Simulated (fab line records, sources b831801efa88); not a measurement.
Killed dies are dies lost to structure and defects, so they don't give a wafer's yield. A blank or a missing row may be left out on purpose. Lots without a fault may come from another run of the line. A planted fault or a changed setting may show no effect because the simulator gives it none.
Which tool did it? | flow gf180mcu | 11 lots, 33 wafers sampled, at 1 step of a route of 602

WHAT THE GAUGES READ, wafer by wafer
GF_V4_THK_MEAS_01.
lot  | measured     | on            | V4_CVD_00_THK (nm)
L564 | day 23 15:08 | film_metro-02 | 589 592 593
L565 | day 24 00:19 | film_metro-02 | 586 588 590
L566 | day 24 08:10 | film_metro-03 | 600 598 599
L567 | day 24 13:12 | film_metro-03 | 597 594 600
L569 | day 25 02:13 | film_metro-03 | 593 600 601
L573 | day 26 12:52 | film_metro-01 | 594 597 596
L574 | day 26 18:07 | film_metro-02 | 607 601 600
L579 | day 28 10:13 | film_metro-01 | 605 605 595
L581 | day 28 23:30 | film_metro-03 | 596 595 596
L586 | day 30 04:17 | film_metro-03 | 593 589 592
L587 | day 30 12:40 | film_metro-02 | 600 599 603

WHICH TOOL RAN EACH LOT (tool, then ch and the chambers of the sampled wafers, then the start)
The record holds no process step before these readings.

THE ANSWER, worked out from the rows above alone
Rule: what is usual is taken from the lots themselves. Put in order of their means at a reading, lots are off if they are a third of the lots or fewer, leave a main group of 4 or more, and stand apart from it by a gap of 3 or more times the standard deviation of the main group's means; of several such gaps the widest counts. A main group whose means are all the same, to the digits that the tables above print for the reading, isn't used. A lot without any number at a reading at which 4 lots or more have one is off too. The other lots that the step has rows for count as sound.
No lot is off at any reading shown: from this, nothing can be told.

WHAT THE SIMULATOR HAD PUT IN
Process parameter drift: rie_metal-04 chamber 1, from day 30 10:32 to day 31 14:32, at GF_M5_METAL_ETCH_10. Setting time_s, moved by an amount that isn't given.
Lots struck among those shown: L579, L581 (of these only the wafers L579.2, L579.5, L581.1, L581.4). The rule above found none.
